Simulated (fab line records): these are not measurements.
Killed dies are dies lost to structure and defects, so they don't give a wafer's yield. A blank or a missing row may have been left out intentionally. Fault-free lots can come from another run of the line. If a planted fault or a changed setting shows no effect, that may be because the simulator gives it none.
fab line records	flow gf180mcu
record: lots: 11	wafers: 33	last_day: 34
route steps=602 shown NWELL@51 POLY_GATE@169 HV_LDD@213 PSD@259
lots with no fault: from the same line, run without faults
start_h: the number of hours between the record's first day and the start of the first shown wafer of the lot	wait_h: how many hours have passed since the lot's step before this one	" same as the row above	L1.1+2: a single row standing in for several wafers	- no value, or no start given	* or withheld: withheld	< > ~ a bound
route shown NAME@n: names a module that has steps shown in the file, with the first one's number in the route	usual: mean and standard deviation over wafers with no fault	same: alike in all rows	chamber/n: place in a boat	sites: per-site readings	_std_site: standard deviation across them	_edge_site: inner sites' mean taken away from outer sites' mean	radius_mm: for every site, how far away it sits from the centre of the wafer	mask NAME#n: copy n	behind: the tool/chamber that last shaped the wafer	hold: why the lot went on hold/how many hours it stayed there/how the hold came to an end	device: transistor that didn't switch, given as n, p or np	end of line: the route-end tests of the same wafers	a step without rows: its recipe alone	killed: dies lost to structure and defects at the first sort, not the wafer's yield	map: a wafer's dies, x killed, . not, _ none there
set.NAME: the run value of the setting; set.NAME@STEP: its run value at that earlier step	model.NAME: the simulator's own value behind a step, which no gauge read
the route's steps for a sample of lots (tables are steps, rows are wafers)
services: when a tool's chamber went out of use (start_h, in hours from the record's first day, below 0 if earlier), for how many hours, and the reason
== steps ==
step: GF_NWELL_IMPLANT_09
recipe: species: P	energy_kev: 160	dose_cm2: 4e+12	tilt_deg: 0
usual: dose_ions_cm2: 4e+12/4.7e+09	end_station_pressure_torr: 5.03e-06/2.7e-07	faraday_current_uA: 22.6/0.48
lot.wafer	tool	chamber	start_h	wait_h	dose_ions_cm2	end_station_pressure_torr	faraday_current_uA
L897.1	implanter-03	0	56.32	0.1	3.999e+12	5.24e-06	21.9
L897.4	"	0	"	"	3.999e+12	5.02e-06	21.5
L897.6	"	0	"	"	4e+12	5.28e-06	22.6
L900.1	implanter-03	0	71.72	0.1	3.998e+12	5.08e-06	22.6
L900.2	"	0	"	"	4.002e+12	4.65e-06	22.6
L900.6	"	0	"	"	4.007e+12	5.2e-06	23.0
L907.4	implanter-03	0	109.24	0.1	6.179e+12	5.12e-06	35.6
L907.5	"	0	"	"	6.175e+12	5.31e-06	34.2
L907.6	"	0	"	"	6.183e+12	5.26e-06	35.6
L908.1	implanter-03	0	114.42	0.1	6.168e+12	4.89e-06	33.9
L908.2	"	0	"	"	6.175e+12	4.73e-06	33.7
L908.4	"	0	"	"	6.177e+12	5.49e-06	35.4
L909.2	implanter-04	0	121.01	0.1	3.995e+12	5e-06	23.0
L909.3	"	0	"	"	3.998e+12	5.23e-06	22.5
L909.4	"	0	"	"	3.992e+12	4.8e-06	22.9
L910.1	implanter-04	0	125.97	0.1	3.998e+12	5.11e-06	22.5
L910.4	"	0	"	"	4.01e+12	5.31e-06	22.0
L910.5	"	0	"	"	3.996e+12	5.01e-06	21.8
L911.2	implanter-01	0	130.84	0.1	3.998e+12	5.29e-06	22.1
L911.3	"	0	"	"	4e+12	4.97e-06	22.1
L911.4	"	0	"	"	3.997e+12	5.93e-06	22.1
L912.1	implanter-01	0	135.57	0.1	3.997e+12	4.92e-06	21.5
L912.2	"	0	"	"	3.996e+12	4.81e-06	22.8
L912.3	"	0	"	"	3.999e+12	5.4e-06	22.4
L915.4	implanter-01	0	156.36	0.1	3.998e+12	5.58e-06	22.9
L915.5	"	0	"	"	3.994e+12	5.25e-06	22.0
L915.6	"	0	"	"	4.005e+12	5.45e-06	22.2
L917.1	implanter-01	0	171.61	0.1	3.997e+12	5.21e-06	22.6
L917.2	"	0	"	"	4.001e+12	5.01e-06	22.2
L917.3	"	0	"	"	3.999e+12	5.1e-06	23.0
L919.1	implanter-04	0	182.89	0.1	3.994e+12	5.25e-06	22.1
L919.2	"	0	"	"	3.995e+12	5.11e-06	21.7
L919.5	"	0	"	"	4.003e+12	4.84e-06	23.4
step: GF_NWELL_TW_MEAS_11
usual: NWELL_TW: 1579/13
lot.wafer	tool	chamber	start_h	wait_h	NWELL_TW
L897.1	film_metro-01	-	56.57	0.1	1567
L897.4	"	-	"	"	1564
L897.6	"	-	"	"	1569
L900.1	film_metro-03	-	71.97	0.1	1604
L900.2	"	-	"	"	1603
L900.6	"	-	"	"	1595
L907.4	film_metro-03	-	109.45	0.1	1634
L907.5	"	-	"	"	1635
L907.6	"	-	"	"	1627
L908.1	film_metro-01	-	114.67	0.1	1603
L908.2	"	-	"	"	1612
L908.4	"	-	"	"	1608
L909.2	film_metro-03	-	121.25	0.1	1578
L909.3	"	-	"	"	1591
L909.4	"	-	"	"	1589
L910.1	film_metro-03	-	126.22	0.1	1596
L910.4	"	-	"	"	1586
L910.5	"	-	"	"	1590
L911.2	film_metro-03	-	131.08	0.1	1595
L911.3	"	-	"	"	1580
L911.4	"	-	"	"	1584
L912.1	film_metro-03	-	135.82	0.1	1572
L912.2	"	-	"	"	1576
L912.3	"	-	"	"	1582
L915.4	film_metro-04	-	156.57	0.1	1553
L915.5	"	-	"	"	1554
L915.6	"	-	"	"	1549
L917.1	film_metro-01	-	171.86	0.1	1568
L917.2	"	-	"	"	1570
L917.3	"	-	"	"	1563
L919.1	film_metro-01	-	183.14	0.1	1559
L919.2	"	-	"	"	1562
L919.5	"	-	"	"	1563
step: GF_VT_IMPLANT_RS_MEAS_47
recipe: thk_meas_gauge: four-point-probe
usual: NWELL_RS: 486.6/1.1
lot.wafer	tool	chamber	start_h	wait_h	NWELL_RS[ohm/sq]
L897.1	film_metro-03	-	155.20	0.1	486.7
L897.4	"	-	"	"	487.3
L897.6	"	-	"	"	485.8
L900.1	film_metro-04	-	170.95	0.1	488.1
L900.2	"	-	"	"	486.7
L900.6	"	-	"	"	487.1
L907.4	film_metro-03	-	217.86	0.1	451.9
L907.5	"	-	"	"	452.3
L907.6	"	-	"	"	452.5
L908.1	film_metro-01	-	224.82	0.1	452.9
L908.2	"	-	"	"	453.3
L908.4	"	-	"	"	453.4
L909.2	film_metro-04	-	233.27	0.1	487.9
L909.3	"	-	"	"	488.1
L909.4	"	-	"	"	487.4
L910.1	film_metro-04	-	239.95	0.1	485.9
L910.4	"	-	"	"	487.1
L910.5	"	-	"	"	487.1
L911.2	film_metro-01	-	245.52	0.1	487.4
L911.3	"	-	"	"	486.6
L911.4	"	-	"	"	488.0
L912.1	film_metro-04	-	251.44	0.1	487.4
L912.2	"	-	"	"	486.9
L912.3	"	-	"	"	486.2
L915.4	film_metro-04	-	279.25	0.1	487.2
L915.5	"	-	"	"	487.4
L915.6	"	-	"	"	488.0
L917.1	film_metro-03	-	297.77	0.1	487.2
L917.2	"	-	"	"	486.8
L917.3	"	-	"	"	485.7
L919.1	film_metro-04	-	310.42	0.1	485.0
L919.2	"	-	"	"	485.6
L919.5	"	-	"	"	486.5
step: GF_POLY_GATE_ETCH_12
recipe: chemistry: N2/H2	target_depth_a: withheld	overetch_a: withheld	time_s: withheld	target: BARC	ion_energy_ev: 200	source_w: 500	bias_w: 100	pressure_mtorr: 30	n2_flow_sccm: 100	h2_flow_sccm: 200
usual: chamber_pressure_mTorr: 30.005/0.027	drypump_motor_current_A: 5.7/0.4	oes_product_au: 0.736/0.0048	throttle_valve_pct: 13.214/0.0091
lot.wafer	tool	chamber	start_h	wait_h	chamber_pressure_mTorr	drypump_motor_current_A	oes_product_au	throttle_valve_pct
L897.1	rie_diel-04	3	195.59	0.0	30.034	5.5	0.732	13.206
L897.4	"	1	"	"	30.028	4.9	0.729	13.216
L897.6	"	0	"	"	30.011	5.9	0.739	13.206
L900.1	rie_diel-02	1	213.46	0.0	30.017	5.5	0.737	13.208
L900.2	"	3	"	"	29.991	5.2	0.730	13.222
L900.6	"	0	"	"	29.982	5.7	0.737	13.219
L907.4	rie_diel-03	1	262.46	0.0	30.057	5.7	0.736	13.210
L907.5	"	2	"	"	30.012	5.9	0.740	13.209
L907.6	"	0	"	"	30.036	6.1	0.732	13.216
L908.1	rie_diel-03	1	267.98	0.0	30.085	5.7	0.739	13.217
L908.2	"	2	"	"	29.948	5.9	0.732	13.205
L908.4	"	0	"	"	30.001	6.1	0.738	13.211
L909.2	rie_diel-04	3	278.38	0.0	30.038	5.5	0.735	13.218
L909.3	"	0	"	"	29.940	6.0	0.733	13.240
L909.4	"	2	"	"	29.997	5.2	0.738	13.227
L910.1	rie_diel-02	1	286.99	0.0	30.013	5.5	0.741	13.222
L910.4	"	0	"	"	30.020	5.7	0.735	13.202
L910.5	"	3	"	"	29.986	5.2	0.732	13.211
L911.2	rie_diel-03	2	291.66	0.0	30.025	5.9	0.740	13.195
L911.3	"	0	"	"	29.993	6.1	0.735	13.212
L911.4	"	1	"	"	30.032	5.7	0.726	13.211
L912.1	rie_diel-03	0	298.41	0.0	29.978	6.1	0.728	13.211
L912.2	"	1	"	"	29.999	5.7	0.733	13.214
L912.3	"	2	"	"	30.021	5.9	0.740	13.224
L915.4	rie_diel-02	2	325.58	0.0	30.003	5.8	0.743	13.210
L915.5	"	0	"	"	29.994	5.7	0.739	13.212
L915.6	"	3	"	"	29.995	5.2	0.747	13.215
L917.1	rie_diel-04	0	347.06	0.0	29.945	5.9	0.732	13.204
L917.2	"	3	"	"	30.022	5.5	0.734	13.204
L917.3	"	0	"	"	29.994	5.9	0.737	13.225
L919.1	rie_diel-04	3	358.48	0.0	29.980	5.5	0.736	13.211
L919.2	"	1	"	"	30.034	4.9	0.740	13.217
L919.5	"	3	"	"	30.007	5.5	0.731	13.212
step: GF_HV_LDD_STRIP_37
recipe: chemistry: O2/N2	power_w: 1400	pressure_mtorr: 1500	platen_temp_c: 250	o2_flow_sccm: 3000	n2_flow_sccm: 300	overash_fraction: 0.5
usual: chamber_pressure_mTorr: 1500.2/1.4	drypump_motor_current_A: 5.4/0.5	heater_power_w: 369/73	oes_product_au: 0.716/0.0046	strip_time_to_endpoint_s: 12.650/0.029
same: overash_fraction: 0.5
lot.wafer	tool	chamber	start_h	wait_h	chamber_pressure_mTorr	drypump_motor_current_A	heater_power_w	oes_product_au	rf_hours_counter_h	strip_time_to_endpoint_s
L897.1	plasma_asher-01	1	250.93	0.1	1499.9	5.4	332	0.711	60	12.676
L897.4	"	0	"	"	1500.0	5.7	297	0.720	-	12.649
L897.6	"	0	"	"	1501.6	5.8	284	0.708	-	12.610
L900.1	plasma_asher-01	1	270.66	0.1	1498.5	5.3	333	0.718	63	12.646
L900.2	"	0	"	"	1501.1	5.7	289	0.721	63	12.671
L900.6	"	0	"	"	1501.5	5.7	291	0.713	-	12.676
L907.4	plasma_asher-02	1	325.82	0.1	1499.3	4.9	351	0.715	-	12.667
L907.5	"	0	"	"	1500.0	6.0	474	0.713	-	12.648
L907.6	"	1	"	"	1501.3	4.9	344	0.722	-	12.661
L908.1	plasma_asher-02	1	330.78	0.1	1501.6	4.9	355	0.712	25	12.639
L908.2	"	0	"	"	1500.1	6.0	480	0.713	25	12.680
L908.4	"	0	"	"	1500.7	6.0	472	0.723	-	12.712
L909.2	plasma_asher-04	0	342.63	0.1	1496.2	5.8	271	0.716	68	12.626
L909.3	"	1	"	"	1501.4	4.7	383	0.720	-	12.625
L909.4	"	0	"	"	1499.8	5.8	279	0.713	-	12.650
L910.1	plasma_asher-02	0	352.61	0.1	1500.3	6.0	472	0.713	26	12.651
L910.4	"	1	"	"	1500.5	4.9	334	0.710	-	12.626
L910.5	"	0	"	"	1500.7	6.0	476	0.717	-	12.612
L911.2	plasma_asher-02	0	359.06	0.1	1499.5	6.0	472	0.716	28	12.649
L911.3	"	0	"	"	1500.7	6.0	483	0.726	-	12.644
L911.4	"	1	"	"	1501.7	4.9	344	0.713	-	12.623
L912.1	plasma_asher-04	1	365.01	0.1	1499.0	4.7	375	0.719	71	12.644
L912.2	"	0	"	"	1501.6	5.8	275	0.714	71	12.641
L912.3	"	1	"	"	1497.2	4.7	390	0.713	-	12.641
L915.4	plasma_asher-02	0	396.21	0.1	1498.3	6.0	473	0.715	-	12.627
L915.5	"	0	"	"	1499.0	6.0	473	0.724	-	12.629
L915.6	"	1	"	"	1499.5	4.9	344	0.715	-	12.646
L917.1	plasma_asher-02	0	418.50	0.1	1501.1	6.0	476	0.717	36	12.666
L917.2	"	1	"	"	1498.4	4.9	342	0.706	36	12.623
L917.3	"	0	"	"	1500.5	6.0	478	0.722	-	12.619
L919.1	plasma_asher-02	0	432.03	0.1	1500.6	6.0	464	0.717	38	12.633
L919.2	"	1	"	"	1499.3	4.9	341	0.713	38	12.631
L919.5	"	0	"	"	1501.4	5.9	469	0.721	-	12.634
step: GF_PSD_TW_MEAS_11
usual: PSD_TW: 3177/22
lot.wafer	tool	chamber	start_h	wait_h	PSD_TW
L897.1	film_metro-01	-	320.78	0.1	3136
L897.4	"	-	"	"	3162
L897.6	"	-	"	"	3165
L900.1	film_metro-01	-	337.53	0.1	3147
L900.2	"	-	"	"	3167
L900.6	"	-	"	"	3156
L907.4	film_metro-03	-	397.72	0.1	3193
L907.5	"	-	"	"	3220
L907.6	"	-	"	"	3191
L908.1	film_metro-01	-	400.83	0.1	3152
L908.2	"	-	"	"	3155
L908.4	"	-	"	"	3143
L909.2	film_metro-02	-	415.24	0.1	3165
L909.3	"	-	"	"	3162
L909.4	"	-	"	"	3160
L910.1	film_metro-02	-	425.33	0.1	3165
L910.4	"	-	"	"	3141
L910.5	"	-	"	"	3169
L911.2	film_metro-02	-	431.59	0.1	3155
L911.3	"	-	"	"	3159
L911.4	"	-	"	"	3157
L912.1	film_metro-03	-	437.83	0.1	3205
L912.2	"	-	"	"	3203
L912.3	"	-	"	"	3200
L915.4	film_metro-02	-	471.11	0.1	3178
L915.5	"	-	"	"	3172
L915.6	"	-	"	"	3182
L917.1	film_metro-02	-	494.48	0.1	3169
L917.2	"	-	"	"	3187
L917.3	"	-	"	"	3175
L919.1	film_metro-02	-	505.88	0.1	3189
L919.2	"	-	"	"	3180
L919.5	"	-	"	"	3172
== services ==
tool	chamber	start_h	hours	kind
rie_diel-04	0	33.15	22.2	repair
rie_diel-04	1	37.96	4.2	repair
rie_diel-04	3	51.98	4.6	repair
rie_diel-03	2	59.28	1.4	repair
rie_diel-03	0	63.90	5.0	repair
rie_diel-04	-	67.48	0.5	repair
rie_diel-04	-	74.21	0.5	repair
plasma_asher-02	-	74.61	2.4	repair
rie_diel-03	-	75.43	2.8	pm
implanter-01	-	81.00	40.9	pm
plasma_asher-02	-	108.75	9.0	pm
implanter-03	-	128.75	1.9	repair
implanter-01	-	144.00	2.3	repair
implanter-03	-	150.57	1.6	repair
rie_diel-03	3	186.94	1.5	repair
plasma_asher-02	-	191.54	2.7	repair
rie_diel-04	1	195.86	15.4	repair
implanter-01	-	199.98	1.9	repair
rie_diel-04	2	210.32	5.8	repair
implanter-03	-	222.71	3.8	pm
plasma_asher-02	-	238.44	0.5	repair
rie_diel-03	3	248.47	23.7	repair
implanter-01	-	256.74	3.6	pm
plasma_asher-02	-	333.69	15.6	pm
== key ==
first_sign: step: GF_NWELL_IMPLANT_09	reading: dose_ions_cm2	direction: up	sigmas: 99+	usual: 4e+12	struck: 6.176e+12
effect: step: GF_NWELL_IMPLANT_09	reading: faraday_current_uA	direction: up	sigmas: 25	usual: 22.6	struck: 34.7
effect: step: GF_NWELL_TW_MEAS_11	reading: NWELL_TW	direction: up	sigmas: 3.1	usual: 1579	struck: 1620
effect: step: GF_VT_IMPLANT_RS_MEAS_47	reading: NWELL_RS	direction: down	sigmas: 32	usual: 486.6	struck: 452.7
met_at GF_NWELL_IMPLANT_09
struck_lots L907,L908
tester_left_out L907,L908
not_acting_at GF_POLY_GATE_ETCH_12,GF_HV_LDD_STRIP_37,GF_PSD_TW_MEAS_11
onset_between 71.72 109.24
fault: kind: process_parameter_drift	tool: implanter-03	chamber: -	onset_h: 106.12	steps: GF_NWELL_IMPLANT_09	channel: dose_cm2	offset: 2.1777e+12	shape: step	end_h: 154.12	acts_in: these_recipes_only	stated: 4e+12
tester_left_out: of these lots the tester's yield and bins aren't shown, on N5 and GAA mostly nor the transistor test; their killed dies are dies lost to structure and defects alone, not to doping, threshold or leakage, so they don't give the yield
